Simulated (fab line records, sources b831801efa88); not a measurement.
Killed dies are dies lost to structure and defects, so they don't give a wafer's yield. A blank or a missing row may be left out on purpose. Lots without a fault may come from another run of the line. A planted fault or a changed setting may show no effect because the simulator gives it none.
A struck lot beside a sound one | flow sky130 | 14 steps out of a route of 708
Sound: wafers L696.2, L696.5, L696.6. Struck: wafers L687.1, L687.3, L687.6. The cause comes at the end.
At each step with rows: each side's tool, then ch and its chambers, then its first start. Under that, the readings that differ: sound wafers | struck wafers | difference of the means | sigmas: that difference in standard deviations of wafers without a fault.
alike: readings whose means differ by less than 2 such deviations, and words and numbers that are the same on both sides. not compared: withheld readings, readings that some wafer has no value for, bounds like >300 that may hide the same value, and numbers for which the record gives no deviation and whose values overlap.
The two part at a step that has a row with sigmas, a row that says differs or no value, or rows on one side only. Numbers that don't overlap but have no deviation are shown without sigmas and don't part them. A reading that every wafer of one side lacks parts them only if that side has two wafers or more.

first, 8 steps without rows for these wafers: SKY_POLY_CUT_DEHYDRATE_00 (time 60 s); SKY_POLY_CUT_HMDS_01 (prime time 60 s); SKY_POLY_CUT_COAT_02 (resist thk 60 nm); SKY_POLY_CUT_COAT_03 (resist thk 450 nm); SKY_POLY_CUT_SOFTBAKE_04 (time 90 s); SKY_POLY_CUT_EXPOSE_05 (exposes mask NPCM, target cd 270 nm); SKY_POLY_CUT_PEB_06; SKY_POLY_CUT_DEVELOP_07 (develop time 60 s).
SKY_POLY_CUT_CD_MEAS_08: target cd 270 nm.
  sound on cd_sem-02, day 31 03:02; struck on cd_sem-02, day 28 09:46
  alike: cd_nm
SKY_POLY_CUT_OVL_MEAS_09:
  sound on overlay-02, day 31 03:08; struck on overlay-02, day 28 09:53
  alike: POLY_CUT_OVL
SKY_POLY_CUT_ETCH_10: etches BARC in N2/H2, stops on SiO2, time 45.9 s, target depth 60 nm.
  sound on rie_diel-01 ch 0,2,3, day 31 03:10; struck on rie_diel-03 ch 0,1,2, day 28 09:56
  alike: drypump_motor_current_A, oes_product_au, throttle_valve_pct
  not compared: rf_hours_counter_h
SKY_POLY_CUT_ETCH_11: etches Si3N4 in CF4/CH2F2/Ar, stops on poly-Si, time 42.5 s, target depth 60 nm.
  sound on rie_diel-01 ch 0,2,3, day 31 03:13; struck on rie_diel-03 ch 0,1,2, day 28 09:58
  alike: drypump_motor_current_A, oes_product_au, throttle_valve_pct
  not compared: rf_hours_counter_h
SKY_POLY_CUT_STRIP_12: strips in O2/N2.
  sound on plasma_asher-04 ch 0,1, day 31 03:15; struck on plasma_asher-02 ch 0,1, day 28 10:01
  no value came back on the struck wafers for chamber_pressure_mTorr (mTorr), drypump_motor_current_A (A), oes_product_au (a.u.), strip_time_to_endpoint_s (s); on the sound wafers chamber_pressure_mTorr (mTorr) reads 1501.6 1500.4 1502.6
  reading                                         | sound | struck            | difference | sigmas
  model.KrF-thick_of_POLY_CUT_COAT_03.thk_nm (nm) | 0 0 0 | 409.4 410.3 410.4 | +410.0     |
  not compared: rf_hours_counter_h
-- the record jumps here: 20 days lie between the struck wafers' starts before and after (it left off in module POLY_CUT and takes up again in module PAD_OPEN, whose first step shown is number 708 of the route) --
SKY_PAD_OPEN_PROBE_99:
  sound on prober-01, day 50 08:37; struck on prober-02, day 48 16:20
  reading             | sound     | struck      | difference | sigmas
  killed_at_front_end | 14 20 16  | 439 428 419 | +412       | +99 or more
  killed_dies         | 82 82 100 | 492 492 492 | +404       | +47
  killed_on_rim       | 12 20 24  | 96 96 96    | +77        | +20
  alike: killed_at_M0_to_M3, killed_at_M4_up, killed_at_contacts, killed_at_other, killed_open, killed_short

WHERE THEY PART
First at SKY_POLY_CUT_STRIP_12; last, within this record, at SKY_PAD_OPEN_PROBE_99.

WHY: what the simulator had put in
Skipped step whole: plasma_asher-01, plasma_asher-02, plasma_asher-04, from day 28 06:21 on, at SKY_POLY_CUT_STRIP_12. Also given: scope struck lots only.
